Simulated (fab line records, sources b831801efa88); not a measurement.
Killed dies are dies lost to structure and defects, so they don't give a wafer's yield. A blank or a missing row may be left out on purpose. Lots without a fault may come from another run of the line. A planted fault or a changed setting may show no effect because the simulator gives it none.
Which tool did it? | flow sky130 | 12 lots, 36 wafers sampled, at 5 steps of a route of 708

WHAT THE GAUGES READ, wafer by wafer
SKY_VIA1_THK_MEAS_01.
lot  | measured     | on            | VIA1_HDPCVD_THK (nm)
L485 | day 34 03:20 | film_metro-03 | 1043 1040 1042
L484 | day 34 05:05 | film_metro-03 | 1033 1023 1037
L487 | day 34 06:59 | film_metro-03 | 1022 1023 1023
L489 | day 35 04:59 | film_metro-03 | 1033 1035 1028
L491 | day 35 12:10 | film_metro-01 | 1032 1032 1038
L492 | day 35 13:41 | film_metro-01 | 1036 1049 1030
L494 | day 36 01:45 | film_metro-04 | 1030 1032 1023
L493 | day 36 02:45 | film_metro-01 | 1042 1031 1045
L498 | day 37 07:36 | film_metro-04 | 1026 1032 1028
L499 | day 38 00:14 | film_metro-01 | 1031 1033 1029
L503 | day 39 04:06 | film_metro-03 | 1041 1037 1046
L504 | day 39 08:04 | film_metro-04 | 1044 1040 1044

SKY_CAPM_THK_MEAS_01.
lot  | measured     | on            | CAPM_CVD_00_THK (nm)
L485 | day 37 17:50 | film_metro-04 | 15.76 15.60 15.60
L484 | day 37 18:27 | film_metro-04 | 15.61 15.56 15.75
L487 | day 37 20:14 | film_metro-02 | 15.36 15.38 15.31
L489 | day 38 14:26 | film_metro-02 | 15.55 15.56 15.43
L491 | day 38 23:04 | film_metro-04 | 15.33 15.29 15.62
L492 | day 39 00:03 | film_metro-02 | 15.49 15.57 15.75
L494 | day 39 10:40 | film_metro-03 | 15.66 15.89 15.76
L493 | day 39 11:05 | film_metro-02 | 15.44 15.93 15.57
L498 | day 40 15:28 | film_metro-03 | 15.76 15.79 15.67
L499 | day 41 07:25 | film_metro-04 | 15.53 15.31 15.64
L503 | day 42 09:28 | film_metro-04 | 15.56 15.65 15.72
L504 | day 42 13:18 | film_metro-03 | 15.64 15.67 15.86

SKY_CAPM_OVL_MEAS_12.
lot  | measured     | on         | CAPM_OVL (nm)
L485 | day 38 18:45 | overlay-01 | 0.0 0.4 1.4
L484 | day 38 19:03 | overlay-01 | 1.0 -0.5 1.6
L487 | day 38 21:06 | overlay-01 | 1.8 1.6 1.2
L489 | day 39 15:35 | overlay-02 | -1.1 -1.2 0.1
L491 | day 39 23:45 | overlay-01 | -0.6 -1.5 0.2
L492 | day 40 00:17 | overlay-02 | 0.3 -1.4 0.5
L494 | day 40 10:24 | overlay-02 | 1.4 1.5 0.0
L493 | day 40 11:30 | overlay-02 | 0.2 -0.7 -1.8
L498 | day 41 15:07 | overlay-01 | -1.1 0.2 -1.2
L499 | day 42 06:38 | overlay-01 | 3.1 3.1 2.0
L503 | day 43 08:38 | overlay-02 | 1.1 1.0 2.3
L504 | day 43 12:21 | overlay-02 | 1.2 -0.1 0.9

WHICH TOOL RAN EACH LOT (tool, then ch and the chambers of the sampled wafers, then the start)
lot  | SKY_VIA2_CMP_02               | SKY_VIA2_ETCH_15
L485 | cmp-01 ch 1,2,3, day 36 12:52 | rie_diel-01 ch 0,1, day 37 15:41
L484 | cmp-02 ch 0,1, day 36 13:27   | rie_diel-04 ch 1,2, day 37 15:59
L487 | cmp-02 ch 0,1,2, day 36 15:29 | rie_diel-04 ch 0,2,3, day 37 18:08
L489 | cmp-02 ch 0,2,3, day 37 11:05 | rie_diel-04 ch 1,2,3, day 38 12:53
L491 | cmp-01 ch 0,1,3, day 37 19:58 | rie_diel-01 ch 0,3, day 38 21:32
L492 | cmp-01 ch 0,1, day 37 21:07   | rie_diel-04 ch 1,2,3, day 38 22:32
L494 | cmp-01 ch 0,1,3, day 38 07:55 | rie_diel-01 ch 0,2,3, day 39 09:08
L493 | cmp-01 ch 0,1,2, day 38 08:22 | rie_diel-04 ch 0,2,3, day 39 09:29
L498 | cmp-01 ch 0,2,3, day 39 12:53 | rie_diel-02 ch 0,3, day 40 13:50
L499 | cmp-01 ch 0,1,2, day 40 04:50 | rie_diel-04 ch 0,3, day 41 05:47
L503 | cmp-02 ch 0,1,3, day 41 07:57 | rie_diel-02 ch 0,1,3, day 42 07:56
L504 | cmp-02 ch 0,2, day 41 11:38   | rie_diel-04 ch 0,1, day 42 11:43
- SKY_VIA2_CMP_02: polishes SiO2.
- SKY_VIA2_ETCH_15: etches SiO2 in C4F8/O2/Ar, stops on TiN, target depth 546 nm, time 84 s.

WHAT THE TOOLS THEMSELVES READ (means of the sampled wafers that have a number; where no wafer has one, the mark that the record gives instead)
SKY_VIA2_CMP_02.
lot  | tool   | head_pressure_psi (psi) | motor_current_A (A) | slurry_flow_ml_min
L485 | cmp-01 | 3.997                   | 11.7                | 149.9
L484 | cmp-02 | 3.998                   | 12.5                | 150.3
L487 | cmp-02 | 4.010                   | 11.7                | 150.2
L489 | cmp-02 | 4.004                   | 11.7                | 150.3
L491 | cmp-01 | 4.001                   | 11.8                | 149.8
L492 | cmp-01 | 3.988                   | 12.2                | 149.5
L494 | cmp-01 | 4.001                   | 11.7                | 149.9
L493 | cmp-01 | 3.998                   | 11.8                | 149.5
L498 | cmp-01 | 3.993                   | 11.4                | 149.6
L499 | cmp-01 | 3.997                   | 12.1                | 150.3
L503 | cmp-02 | 4.000                   | 11.8                | 150.0
L504 | cmp-02 | 3.998                   | 11.3                | 150.3

SKY_VIA2_ETCH_15.
lot  | tool        | bias_w (W) | oes_product_au (a.u.)
L485 | rie_diel-01 | 1199       | 0.940
L484 | rie_diel-04 | 1204       | 0.939
L487 | rie_diel-04 | 1199       | 0.937
L489 | rie_diel-04 | 1202       | 0.940
L491 | rie_diel-01 | 1199       | 0.937
L492 | rie_diel-04 | 1200       | 0.940
L494 | rie_diel-01 | 1201       | 0.934
L493 | rie_diel-04 | 1201       | 0.944
L498 | rie_diel-02 | 1203       | 0.987
L499 | rie_diel-04 | 1203       | 0.988
L503 | rie_diel-02 | 1203       | 0.942
L504 | rie_diel-04 | 1204       | 0.938

THE ANSWER, worked out from the rows above alone
Rule: what is usual is taken from the lots themselves. Put in order of their means at a reading, lots are off if they are a third of the lots or fewer, leave a main group of 4 or more, and stand apart from it by a gap of 3 or more times the standard deviation of the main group's means; of several such gaps the widest counts. A main group whose means are all the same, to the digits that the tables above print for the reading, isn't used. A lot without any number at a reading at which 4 lots or more have one is off too. The other lots that the step has rows for count as sound. The gauges are gone through in route order, then the tools' own readings, and for those a lot's mean is taken as printed above. The first step at which some lot is off is used, and at that step the reading that is off furthest; a lot without a number counts as furthest.
Off: L498, L499, at SKY_VIA2_ETCH_15 (oes_product_au). The main group: mean 0.939 a.u., standard deviation 0.0027.
A tool fits if, at that step or a process step before it, it ran every lot that is off, and no sound lot after the first of them. One fits: cmp-01 at SKY_VIA2_CMP_02. Its last sound lot is L493 (day 38 08:22), its first lot that is off L498 (day 39 12:53): a fault that began between those two fits.

WHAT THE SIMULATOR HAD PUT IN
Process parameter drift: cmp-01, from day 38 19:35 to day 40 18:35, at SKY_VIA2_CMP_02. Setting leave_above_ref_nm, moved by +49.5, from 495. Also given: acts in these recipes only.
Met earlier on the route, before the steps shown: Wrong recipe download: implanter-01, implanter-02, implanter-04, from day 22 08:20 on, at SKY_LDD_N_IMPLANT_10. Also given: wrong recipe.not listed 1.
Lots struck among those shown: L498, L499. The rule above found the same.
